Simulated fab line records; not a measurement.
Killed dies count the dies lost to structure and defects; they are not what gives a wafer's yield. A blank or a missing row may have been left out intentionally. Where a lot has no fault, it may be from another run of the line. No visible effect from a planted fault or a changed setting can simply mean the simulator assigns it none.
The same fault as seen by 2 desks    flow gf180mcu    what lay behind the numbers comes last; until then each desk has only its own

AT THE METROLOGY DESK
What the gauges read, lot by lot, whatever tool the lot ran on: means of the sampled wafers that have a number. If a lot's mean is further than 4 standard deviations from the usual mean, the lot is out of limits and carries the mark OUT (the distance appears in the brackets).
Columns: A = VT_IMPLANT_TW at GF_VT_IMPLANT_TW_MEAS_10, usual 562.0; B = VT_IMPLANT_03_OVL at GF_VT_IMPLANT_OVL_MEAS_40, usual -0.3 nm; C = MVPSD_RS at GF_VT_IMPLANT_RS_MEAS_49, usual 1164.8 ohm/sq
lot   first seen here  A      B     C
L698  day 5 16:22      559.4  -2.0  1162.9
L699  day 5 22:04      558.7  -0.3  1167.8
L700  day 6 04:50      563.6  -0.9  1164.0
L703  day 6 22:17      563.8  0.8   1163.8
L706  day 7 20:16      568.4  1.3   1183.3 (+6.4) OUT
L708  day 8 05:01      561.1  -3.5  1196.0 (+11) OUT
L710  day 8 18:46      560.4  0.9   1160.0
L712  day 9 04:08      562.6  -1.9  1160.8
L713  day 9 14:56      562.4  1.6   1163.0
L716  day 10 05:58     561.2  -1.1  1164.8
L717  day 10 12:00     560.7  -1.5  1166.0
L718  day 10 19:35     560.3  1.1   1161.4
L719  day 11 02:16     561.6  1.9   1164.6
L721  day 11 13:02     562.5  -0.6  1164.6
This desk reports L706, L708 out of limits; the earliest was L706 at day 9 22:40 (MVPSD_RS at GF_VT_IMPLANT_RS_MEAS_49). L698, L699, L700, L703, L710, L712, L713, L716, L717, L718, L719, L721 stayed within limits.

DESK OF THE TOOL OWNER: implanter-04
The tool's own readings at GF_MVPSD_IMPLANT_09: means of the sampled wafers that have a number, for each lot that ran on this tool. If a lot's mean is further than 4 standard deviations from the usual mean, the lot is out of limits and carries the mark OUT (the distance appears in the brackets).
Columns: A = faraday current uA at GF_MVPSD_IMPLANT_09, usual 28.2
lot   first seen here  A
L698  day 5 01:11      28.1
L703  day 6 06:32      27.5
L706  day 7 03:44      27.8
L708  day 7 13:01      28.1
Result from this desk: across the 4 lots, nothing is out of limits.

TAKEN TOGETHER
Metrology desk: alarm possible at day 9 22:40 on L706, L708.
The desk of the tool owner found nothing out of limits.
On record at the tool owner's desk: L706, L708, within its limits.
Every lot named ran GF_MVPSD_IMPLANT_09 on implanter-04.

WHAT THE SIMULATOR PUT IN
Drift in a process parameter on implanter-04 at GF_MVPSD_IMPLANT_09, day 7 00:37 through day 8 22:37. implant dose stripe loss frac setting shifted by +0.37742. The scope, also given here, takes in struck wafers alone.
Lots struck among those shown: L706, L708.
Time in hours between the start of the fault and the first out-of-limits reading at each desk: metrology desk, 70.
